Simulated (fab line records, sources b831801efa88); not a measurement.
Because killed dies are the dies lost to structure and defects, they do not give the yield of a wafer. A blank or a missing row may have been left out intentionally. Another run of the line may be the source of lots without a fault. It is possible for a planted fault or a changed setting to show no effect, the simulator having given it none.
Which of the tools did it? / flow gf180mcu / Sampling: 14 lots, 42 wafers, 6 of 602 route steps

WHAT EACH GAUGE READ, for each wafer
GF_MIM_RS_MEAS_10: measures by four-point-probe. Usual: MIM_ALCU_RS gives 0.1595 ohm/sq (standard deviation 0.0019).
lot=L216; measured=day 24 10:43; on=film_metro-02; MIM_ALCU_RS (ohm/sq)=0.1566 0.1552 0.1563; flag=
lot=L219; measured=day 25 13:16; on=film_metro-02; MIM_ALCU_RS (ohm/sq)=0.1568 0.1551 0.1558; flag=
lot=L220; measured=day 25 20:54; on=film_metro-02; MIM_ALCU_RS (ohm/sq)=0.1605 0.1607 0.1610; flag=
lot=L221; measured=day 26 05:53; on=film_metro-04; MIM_ALCU_RS (ohm/sq)=0.1616 0.1579 0.1605; flag=
lot=L224; measured=day 26 23:17; on=film_metro-04; MIM_ALCU_RS (ohm/sq)=9.2783 9.3618 9.1965; flag=OFF
lot=L225; measured=day 27 11:22; on=film_metro-01; MIM_ALCU_RS (ohm/sq)=9.3611 9.2440 9.3291; flag=OFF
lot=L226; measured=day 27 19:41; on=film_metro-04; MIM_ALCU_RS (ohm/sq)=0.1584 0.1598 0.1598; flag=
lot=L229; measured=day 28 16:04; on=film_metro-02; MIM_ALCU_RS (ohm/sq)=0.1581 0.1585 0.1600; flag=
lot=L230; measured=day 28 23:03; on=film_metro-04; MIM_ALCU_RS (ohm/sq)=0.1566 0.1595 0.1590; flag=
lot=L231; measured=day 29 09:32; on=film_metro-04; MIM_ALCU_RS (ohm/sq)=0.1609 0.1606 0.1600; flag=
lot=L232; measured=day 29 12:41; on=film_metro-02; MIM_ALCU_RS (ohm/sq)=0.1599 0.1583 0.1606; flag=
lot=L234; measured=day 30 02:01; on=film_metro-04; MIM_ALCU_RS (ohm/sq)=0.1596 0.1618 0.1588; flag=
lot=L235; measured=day 30 07:22; on=film_metro-02; MIM_ALCU_RS (ohm/sq)=0.1627 0.1608 0.1597; flag=
lot=L238; measured=day 31 11:29; on=film_metro-01; MIM_ALCU_RS (ohm/sq)=0.1574 0.1611 0.1622; flag=

GF_MIM_THK_MEAS_11: measures by xrf. Usual: MIM_ALCU_THK gives 204.3 nm (standard deviation 2.8).
lot=L216; measured=day 24 10:50; on=film_metro-02; MIM_ALCU_THK (nm)=207.3 208.2 208.7; flag=
lot=L219; measured=day 25 13:23; on=film_metro-02; MIM_ALCU_THK (nm)=208.7 210.6 209.8; flag=
lot=L220; measured=day 25 21:01; on=film_metro-02; MIM_ALCU_THK (nm)=204.3 203.0 203.7; flag=
lot=L221; measured=day 26 05:59; on=film_metro-04; MIM_ALCU_THK (nm)=201.1 204.2 201.9; flag=
lot=L224; measured=day 26 23:24; on=film_metro-04; MIM_ALCU_THK (nm)=<0.3 <0.3 <0.3; flag=OFF
lot=L225; measured=day 27 11:28; on=film_metro-01; MIM_ALCU_THK (nm)=<0.4 <0.4 <0.4; flag=OFF
lot=L226; measured=day 27 19:47; on=film_metro-04; MIM_ALCU_THK (nm)=205.9 204.2 202.5; flag=
lot=L229; measured=day 28 16:10; on=film_metro-02; MIM_ALCU_THK (nm)=207.8 207.4 205.5; flag=
lot=L230; measured=day 28 23:10; on=film_metro-04; MIM_ALCU_THK (nm)=210.3 204.3 206.0; flag=
lot=L231; measured=day 29 09:40; on=film_metro-04; MIM_ALCU_THK (nm)=199.8 202.2 201.4; flag=
lot=L232; measured=day 29 12:47; on=film_metro-02; MIM_ALCU_THK (nm)=205.2 207.0 204.0; flag=
lot=L234; measured=day 30 02:08; on=film_metro-04; MIM_ALCU_THK (nm)=204.9 200.8 204.7; flag=
lot=L235; measured=day 30 07:29; on=film_metro-02; MIM_ALCU_THK (nm)=200.8 203.6 205.2; flag=
lot=L238; measured=day 31 11:37; on=film_metro-01; MIM_ALCU_THK (nm)=204.7 201.0 200.6; flag=

GF_M5_OVL_MEAS_08. Usual: M5_OVL gives 1 nm (standard deviation 5.9).
lot=L216; measured=day 26 06:15; on=overlay-01; M5_OVL (nm)=4 -5 -7; flag=
lot=L219; measured=day 27 06:42; on=overlay-01; M5_OVL (nm)=1 7 8; flag=
lot=L220; measured=day 27 14:14; on=overlay-01; M5_OVL (nm)=15 2 3; flag=
lot=L221; measured=day 27 23:07; on=overlay-02; M5_OVL (nm)=7 4 -8; flag=
lot=L226; measured=day 29 09:34; on=overlay-01; M5_OVL (nm)=7 1 1; flag=
lot=L229; measured=day 30 06:12; on=overlay-02; M5_OVL (nm)=16 14 1; flag=
lot=L230; measured=day 30 12:38; on=overlay-01; M5_OVL (nm)=0 -6 -1; flag=
lot=L231; measured=day 30 22:50; on=overlay-02; M5_OVL (nm)=0 7 7; flag=
lot=L232; measured=day 31 01:06; on=overlay-01; M5_OVL (nm)=-5 -10 10; flag=
lot=L234; measured=day 31 13:38; on=overlay-01; M5_OVL (nm)=1 0 -1; flag=
lot=L235; measured=day 31 17:57; on=overlay-02; M5_OVL (nm)=4 12 1; flag=
lot=L238; measured=day 32 20:08; on=overlay-02; M5_OVL (nm)=5 -7 -4; flag=

EACH LOT AND THE TOOL THAT RAN IT (in order: tool; ch and the chambers of the sampled wafers; start)
lot=L216; GF_MIM_SPUTTER_04=pvd_sputter-04, day 24 10:29; GF_MIM_SPUTTER_08=pvd_sputter-03, day 24 10:40; GF_MIM_METAL_ETCH_19=rie_metal-03 ch 0, day 25 08:47
lot=L219; GF_MIM_SPUTTER_04=pvd_sputter-03, day 25 13:01; GF_MIM_SPUTTER_08=pvd_sputter-03, day 25 13:11; GF_MIM_METAL_ETCH_19=rie_metal-01 ch 0, day 26 09:43
lot=L220; GF_MIM_SPUTTER_04=pvd_sputter-03, day 25 20:40; GF_MIM_SPUTTER_08=pvd_sputter-04, day 25 20:51; GF_MIM_METAL_ETCH_19=rie_metal-04 ch 0,1, day 26 17:13
lot=L221; GF_MIM_SPUTTER_04=pvd_sputter-01, day 26 05:37; GF_MIM_SPUTTER_08=pvd_sputter-04, day 26 05:47; GF_MIM_METAL_ETCH_19=rie_metal-04 ch 0,1, day 27 02:18
lot=L224; GF_MIM_SPUTTER_04=pvd_sputter-04, day 26 23:01; GF_MIM_SPUTTER_08=pvd_sputter-01, day 26 23:12; GF_MIM_METAL_ETCH_19=rie_metal-03 ch 0,1, day 27 19:43
lot=L225; GF_MIM_SPUTTER_04=pvd_sputter-03, day 27 11:07; GF_MIM_SPUTTER_08=pvd_sputter-01, day 27 11:17; GF_MIM_METAL_ETCH_19=rie_metal-01 ch 1, day 28 06:47
lot=L226; GF_MIM_SPUTTER_04=pvd_sputter-04, day 27 19:25; GF_MIM_SPUTTER_08=pvd_sputter-01, day 27 19:36; GF_MIM_METAL_ETCH_19=rie_metal-03 ch 0,1, day 28 14:04
lot=L229; GF_MIM_SPUTTER_04=pvd_sputter-01, day 28 15:47; GF_MIM_SPUTTER_08=pvd_sputter-03, day 28 15:58; GF_MIM_METAL_ETCH_19=rie_metal-01 ch 0,1, day 29 11:14
lot=L230; GF_MIM_SPUTTER_04=pvd_sputter-03, day 28 22:49; GF_MIM_SPUTTER_08=pvd_sputter-04, day 28 23:00; GF_MIM_METAL_ETCH_19=rie_metal-04 ch 0,1, day 29 17:43
lot=L231; GF_MIM_SPUTTER_04=pvd_sputter-04, day 29 09:19; GF_MIM_SPUTTER_08=pvd_sputter-01, day 29 09:29; GF_MIM_METAL_ETCH_19=rie_metal-04 ch 0,1, day 30 04:19
lot=L232; GF_MIM_SPUTTER_04=pvd_sputter-04, day 29 12:26; GF_MIM_SPUTTER_08=pvd_sputter-03, day 29 12:37; GF_MIM_METAL_ETCH_19=rie_metal-03 ch 0,1, day 30 07:34
lot=L234; GF_MIM_SPUTTER_04=pvd_sputter-03, day 30 01:47; GF_MIM_SPUTTER_08=pvd_sputter-04, day 30 01:58; GF_MIM_METAL_ETCH_19=rie_metal-04 ch 0,1, day 30 19:25
lot=L235; GF_MIM_SPUTTER_04=pvd_sputter-03, day 30 07:08; GF_MIM_SPUTTER_08=pvd_sputter-04, day 30 07:19; GF_MIM_METAL_ETCH_19=rie_metal-01 ch 0,1, day 30 23:55
lot=L238; GF_MIM_SPUTTER_04=pvd_sputter-01, day 31 11:16; GF_MIM_SPUTTER_08=pvd_sputter-04, day 31 11:26; GF_MIM_METAL_ETCH_19=rie_metal-04 ch 0,1, day 32 03:37
- GF_MIM_SPUTTER_04: material TiN, target thk 50 nm, time 41.7 s.
- GF_MIM_SPUTTER_08: material AlCu, target thk 200 nm, time 10.6 s.
- GF_MIM_METAL_ETCH_19: etches the open film in Cl2/BCl3, stops on Si3N4, target depth 324.5 nm, time 54.1 s.

AS READ BY THE TOOLS THEMSELVES (means over the sampled wafers that have a number; for cases with no such wafer, the mark the record gives instead)
GF_MIM_SPUTTER_04. Usual: cathode_dc_power_W 6499.9 W, standard deviation 1.1; chamber_pressure_pa 0.4000 Pa, standard deviation 0.00079; throttle_valve_pct 30.0 %, standard deviation 0.78.
lot=L216; tool=pvd_sputter-04; cathode_dc_power_W (W)=6500.5; chamber_pressure_pa (Pa)=0.4007; throttle_valve_pct (%)=30.4; flag=
lot=L219; tool=pvd_sputter-03; cathode_dc_power_W (W)=6501.2; chamber_pressure_pa (Pa)=0.4002; throttle_valve_pct (%)=29.6; flag=
lot=L220; tool=pvd_sputter-03; cathode_dc_power_W (W)=6499.4; chamber_pressure_pa (Pa)=0.4003; throttle_valve_pct (%)=30.0; flag=
lot=L221; tool=pvd_sputter-01; cathode_dc_power_W (W)=6499.0; chamber_pressure_pa (Pa)=0.4006; throttle_valve_pct (%)=30.6; flag=
lot=L224; tool=pvd_sputter-04; cathode_dc_power_W (W)=6499.1; chamber_pressure_pa (Pa)=0.4008; throttle_valve_pct (%)=30.0; flag=
lot=L225; tool=pvd_sputter-03; cathode_dc_power_W (W)=6500.5; chamber_pressure_pa (Pa)=0.4003; throttle_valve_pct (%)=30.5; flag=
lot=L226; tool=pvd_sputter-04; cathode_dc_power_W (W)=6499.8; chamber_pressure_pa (Pa)=0.4009; throttle_valve_pct (%)=30.5; flag=
lot=L229; tool=pvd_sputter-01; cathode_dc_power_W (W)=6500.0; chamber_pressure_pa (Pa)=0.3999; throttle_valve_pct (%)=30.0; flag=
lot=L230; tool=pvd_sputter-03; cathode_dc_power_W (W)=6500.0; chamber_pressure_pa (Pa)=0.3991; throttle_valve_pct (%)=29.7; flag=
lot=L231; tool=pvd_sputter-04; cathode_dc_power_W (W)=6500.3; chamber_pressure_pa (Pa)=0.3996; throttle_valve_pct (%)=30.0; flag=
lot=L232; tool=pvd_sputter-04; cathode_dc_power_W (W)=6501.0; chamber_pressure_pa (Pa)=0.3999; throttle_valve_pct (%)=30.0; flag=
lot=L234; tool=pvd_sputter-03; cathode_dc_power_W (W)=6500.0; chamber_pressure_pa (Pa)=0.4002; throttle_valve_pct (%)=30.7; flag=
lot=L235; tool=pvd_sputter-03; cathode_dc_power_W (W)=6499.2; chamber_pressure_pa (Pa)=0.4002; throttle_valve_pct (%)=29.8; flag=
lot=L238; tool=pvd_sputter-01; cathode_dc_power_W (W)=6499.0; chamber_pressure_pa (Pa)=0.4004; throttle_valve_pct (%)=29.3; flag=

GF_MIM_SPUTTER_08. Usual: cathode_dc_power_W 10600 W, standard deviation 1.8; chamber_pressure_pa 0.4000 Pa, standard deviation 0.00081; throttle_valve_pct 30.2 %, standard deviation 0.75.
lot=L216; tool=pvd_sputter-03; cathode_dc_power_W (W)=10600; chamber_pressure_pa (Pa)=0.4004; throttle_valve_pct (%)=30.1; flag=
lot=L219; tool=pvd_sputter-03; cathode_dc_power_W (W)=10600; chamber_pressure_pa (Pa)=0.4004; throttle_valve_pct (%)=30.4; flag=
lot=L220; tool=pvd_sputter-04; cathode_dc_power_W (W)=10602; chamber_pressure_pa (Pa)=0.4005; throttle_valve_pct (%)=29.9; flag=
lot=L221; tool=pvd_sputter-04; cathode_dc_power_W (W)=10600; chamber_pressure_pa (Pa)=0.3995; throttle_valve_pct (%)=30.7; flag=
lot=L224; tool=pvd_sputter-01; cathode_dc_power_W (W)=-; chamber_pressure_pa (Pa)=-; throttle_valve_pct (%)=-; flag=OFF
lot=L225; tool=pvd_sputter-01; cathode_dc_power_W (W)=-; chamber_pressure_pa (Pa)=-; throttle_valve_pct (%)=-; flag=OFF
lot=L226; tool=pvd_sputter-01; cathode_dc_power_W (W)=10599; chamber_pressure_pa (Pa)=0.3995; throttle_valve_pct (%)=30.7; flag=
lot=L229; tool=pvd_sputter-03; cathode_dc_power_W (W)=10599; chamber_pressure_pa (Pa)=0.3997; throttle_valve_pct (%)=30.0; flag=
lot=L230; tool=pvd_sputter-04; cathode_dc_power_W (W)=10599; chamber_pressure_pa (Pa)=0.4008; throttle_valve_pct (%)=30.1; flag=
lot=L231; tool=pvd_sputter-01; cathode_dc_power_W (W)=10598; chamber_pressure_pa (Pa)=0.4001; throttle_valve_pct (%)=29.3; flag=
lot=L232; tool=pvd_sputter-03; cathode_dc_power_W (W)=10602; chamber_pressure_pa (Pa)=0.4000; throttle_valve_pct (%)=30.4; flag=
lot=L234; tool=pvd_sputter-04; cathode_dc_power_W (W)=10599; chamber_pressure_pa (Pa)=0.4003; throttle_valve_pct (%)=30.6; flag=
lot=L235; tool=pvd_sputter-04; cathode_dc_power_W (W)=10598; chamber_pressure_pa (Pa)=0.3997; throttle_valve_pct (%)=30.3; flag=
lot=L238; tool=pvd_sputter-04; cathode_dc_power_W (W)=10599; chamber_pressure_pa (Pa)=0.4003; throttle_valve_pct (%)=30.5; flag=

GF_MIM_METAL_ETCH_19. Usual: drypump_motor_current_A 5.7 A, standard deviation 0.33; oes_product_au 0.943 a.u., standard deviation 0.0058; throttle_valve_pct 28.282 %, standard deviation 0.01.
lot=L216; tool=rie_metal-03; drypump_motor_current_A (A)=5.7; oes_product_au (a.u.)=0.946; throttle_valve_pct (%)=28.270; flag=
lot=L219; tool=rie_metal-01; drypump_motor_current_A (A)=6.2; oes_product_au (a.u.)=0.952; throttle_valve_pct (%)=28.273; flag=
lot=L220; tool=rie_metal-04; drypump_motor_current_A (A)=5.8; oes_product_au (a.u.)=0.939; throttle_valve_pct (%)=28.291; flag=
lot=L221; tool=rie_metal-04; drypump_motor_current_A (A)=5.7; oes_product_au (a.u.)=0.939; throttle_valve_pct (%)=28.290; flag=
lot=L224; tool=rie_metal-03; drypump_motor_current_A (A)=5.7; oes_product_au (a.u.)=0.992; throttle_valve_pct (%)=28.229; flag=OFF
lot=L225; tool=rie_metal-01; drypump_motor_current_A (A)=5.0; oes_product_au (a.u.)=0.987; throttle_valve_pct (%)=28.240; flag=OFF
lot=L226; tool=rie_metal-03; drypump_motor_current_A (A)=5.6; oes_product_au (a.u.)=0.941; throttle_valve_pct (%)=28.285; flag=
lot=L229; tool=rie_metal-01; drypump_motor_current_A (A)=5.4; oes_product_au (a.u.)=0.944; throttle_valve_pct (%)=28.280; flag=
lot=L230; tool=rie_metal-04; drypump_motor_current_A (A)=5.8; oes_product_au (a.u.)=0.942; throttle_valve_pct (%)=28.287; flag=
lot=L231; tool=rie_metal-04; drypump_motor_current_A (A)=5.7; oes_product_au (a.u.)=0.942; throttle_valve_pct (%)=28.282; flag=
lot=L232; tool=rie_metal-03; drypump_motor_current_A (A)=5.7; oes_product_au (a.u.)=0.943; throttle_valve_pct (%)=28.281; flag=
lot=L234; tool=rie_metal-04; drypump_motor_current_A (A)=5.7; oes_product_au (a.u.)=0.943; throttle_valve_pct (%)=28.284; flag=
lot=L235; tool=rie_metal-01; drypump_motor_current_A (A)=5.8; oes_product_au (a.u.)=0.939; throttle_valve_pct (%)=28.279; flag=
lot=L238; tool=rie_metal-04; drypump_motor_current_A (A)=5.8; oes_product_au (a.u.)=0.936; throttle_valve_pct (%)=28.281; flag=

THE ANSWER, worked out from the rows above alone
Rule: take the mean of a lot's wafers that have a number; if it is more than 3 standard deviations from the usual mean, the lot is off. A lot without any number at a reading at which 4 lots or more have one is off too. Any other lot the step has rows for is counted as sound. First the gauges in route order, then the tools' own readings, where a lot's mean is used as printed above. At the first step where some lot is off, the reading lying furthest off is the one used; lots without a number count as furthest.
Off: L224, L225, at GF_MIM_RS_MEAS_10 (MIM_ALCU_RS).
If a tool, at a process step before that reading, ran all the lots that are off and no sound lot after the first of them, it fits. Not tried: the gauges at GF_MIM_RS_MEAS_10; whatever is off there is also off at GF_MIM_SPUTTER_08, on other tools, and gauge error can't account for it. No candidate that was tried fits.

WHAT THE SIMULATOR HAD INSERTED
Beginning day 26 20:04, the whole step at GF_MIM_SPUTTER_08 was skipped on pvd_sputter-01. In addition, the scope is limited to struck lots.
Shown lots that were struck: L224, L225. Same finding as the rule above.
